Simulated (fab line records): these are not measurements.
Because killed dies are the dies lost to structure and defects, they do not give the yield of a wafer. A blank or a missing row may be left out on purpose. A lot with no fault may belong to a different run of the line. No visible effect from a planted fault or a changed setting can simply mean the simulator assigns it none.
Code-filled problem report in 8D (eight disciplines) form    flow gf180mcu    the parts of the form that need people (team, actions taken, sign-off) are left out

1. WHAT IS WRONG
NWELL_TW at GF_NWELL_TW_MEAS_11 reads a mean of 1370 on 6 wafers of 2 lots; wafers without a fault read 1573 with a standard deviation of 21. Measured from the usual mean, that is -9.7 standard deviations.
The first sign was on wafer L741.3 at day 6 22:52, on film_metro-02. Wafers with a number at this step in the record: 39, from 13 lots. Rule for "out", or "out of limits": more than 4 standard deviations from the usual mean. The rest of the wafers with a number are treated as sound.

2. WHAT IT IS, WHAT IT ISN'T
question                     is                            is not
which readings at this step  NWELL_TW                      -
which lots                   L741, L743                    L725, L726, L727, L728, L729, L730, L731, L732, L733, L734, L735
which wafers of those lots   all that have a number        -
read on which gauges         film_metro-01, film_metro-02  film_metro-03
when                         from day 6 22:52              up to then (33 sound wafers)

3. THE SUSPECTS, EACH WITH WHAT RULES IT OUT
Counting: a tool at a process step up to the reading stays a suspect if it ran every lot that is out and no sound lot after the first of them.
- ruled out: the gauge at GF_NWELL_TW_MEAS_11. The wafers that are out were read on 2 gauges (film_metro-01, film_metro-02).
- implanter-04 at GF_NWELL_IMPLANT_08: kept. It processed each lot that is out, first L741 at day 6 22:29, and no sound lot thereafter; up to then, the last sound lot it processed was L734 at day 5 05:41. On those wafers its own readings are out: dose_ions_cm2, faraday_current_uA.
Left after counting: implanter-04 at GF_NWELL_IMPLANT_08.

4. THE CAUSE (what the simulator had put in)
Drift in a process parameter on implanter-04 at GF_NWELL_IMPLANT_08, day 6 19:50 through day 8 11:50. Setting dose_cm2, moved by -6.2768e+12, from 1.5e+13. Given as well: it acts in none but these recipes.
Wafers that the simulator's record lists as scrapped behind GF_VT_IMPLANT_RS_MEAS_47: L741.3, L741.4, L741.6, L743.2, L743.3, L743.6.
The count eliminated every tool but this one.

5. THE EFFECT CHAIN, in route order
Each row: a reading whose mean over the struck wafers that have a number lies more than 3 standard deviations from the usual. Scope: only readings with a usual standard deviation given in the record; hours: median across lots of the time from each lot's start at the first step in this table that gives one to its start at this step; sigmas: change in usual standard deviations.
hours  step                      reading             usual         on struck wafers  change       sigmas
0      GF_NWELL_IMPLANT_08       dose_ions_cm2       1.4999e+13    8.7182e+12        -6.2808e+12  -99 or more
0      GF_NWELL_IMPLANT_08       faraday_current_uA  84.9          50.1              -34.8        -22
0      GF_NWELL_TW_MEAS_11       NWELL_TW            1573          1370              -203         -9.7
132    GF_VT_IMPLANT_RS_MEAS_47  NWELL_RS            488.1 ohm/sq  648.9             +160.8       +99 or more
The process steps in it:
- GF_NWELL_IMPLANT_08
At these later measuring or inspecting steps, every struck wafer for which the step has a row has a number for every such reading, and none has moved that far: GF_MVPSD_OVL_MEAS_07, GF_VT_IMPLANT_OVL_MEAS_29.

6. HOW IT WOULD HAVE BEEN CAUGHT EARLIER
3 hours passed between the start of the fault at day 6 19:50 and the first reading out of limits at a measuring or inspecting step in this record, taken at day 6 22:52.
Tool's own readings at GF_NWELL_IMPLANT_08, dose_ions_cm2, faraday_current_uA: out on all struck wafers the step has rows for; an alarm limit on them would have tripped on the first.
Among the 2 lots that are out, L743 began GF_NWELL_IMPLANT_08 on implanter-04 after day 6 22:52. It would have been spared by a hold on the tool at that moment.
